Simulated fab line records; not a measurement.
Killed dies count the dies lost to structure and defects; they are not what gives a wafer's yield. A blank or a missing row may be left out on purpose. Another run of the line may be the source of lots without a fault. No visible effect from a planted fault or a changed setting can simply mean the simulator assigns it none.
Chamber matching	flow gf180mcu	4 sister chambers for GF_V1_CMP_26 on cmp-02
The step polishes, stops on SiO2, t overpolish 15 s, target thk 0 nm. 14 wafers are shown with their chamber, then 7 later ones without.

## WAFERS PAIRED WITH THEIR CHAMBERS
wafer	chamber	motor_current_A (A)	time_to_endpoint_s (s)	platen_rpm (rpm)
L466.2	0	11.8	81	60.01
L466.3	3	12.3	81	59.97
L466.6	1	11.1	76	60.00
L469.1	2	11.9	76	59.95
L469.3	1	11.1	77	60.00
L469.5	3	11.6	82	59.89
L478.2	2	11.1	80	60.03
L478.4	3	11.1	86	60.01
L478.5	0	11.9	88	60.06
L479.1	1	11.2	84	59.94
L479.2	2	10.7	80	60.00
L479.5	3	11.6	88	59.95
L481.1	1	10.9	79	59.91
L481.2	2	11.0	79	59.97

SIGNATURES (means of the wafers above)
reading	chamber 0	chamber 1	chamber 2	chamber 3	scatter within a chamber
motor_current_A	11.850	11.075	11.175	11.650	0.396
time_to_endpoint_s	84.50	79.00	78.75	84.25	3.26
platen_rpm	60.0350	59.9625	59.9875	59.9550	0.043
Rule: distance of a wafer from a chamber = root of the sum over the readings of ((wafer's reading minus chamber's mean) / reading's scatter) squared. If the next closest chamber is less than 2 further off than the closest, the wafer can't be placed; otherwise it belongs to the closest. The scatter is the square root of a quotient: the sum, over the shown wafers, of each reading's squared deviation from its chamber's mean, divided by wafers minus chambers.

## WAFERS WITH NO CHAMBER GIVEN
wafer	motor_current_A (A)	time_to_endpoint_s (s)	platen_rpm (rpm)
L481.3	11.7	84	60.01
L482.1	11.1	86	59.96
L482.3	11.6	82	60.06
L482.5	11.8	86	60.01
L485.2	11.8	86	59.98
L485.3	11.5	91	60.01
L485.5	11.0	83	59.96

## THE CHAMBER EACH PASSED THROUGH
wafer	from the rows above	in truth
L481.3	can't be placed: 0 or 3 or 2 or 1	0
L482.1	can't be placed: 3 or 1 or 2 or 0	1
L482.3	can't be placed: 0 or 2 or 3 or 1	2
L482.5	can't be placed: 0 or 3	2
L485.2	can't be placed: 3 or 0 or 2 or 1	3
L485.3	can't be placed: 0 or 3 or 2 or 1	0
L485.5	can't be placed: 1 or 2 or 3 or 0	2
Correctly placed: 0 of 7. Can't be placed from these rows: 7 (the true chamber is among the candidates in 6). Number placed wrongly: 0.
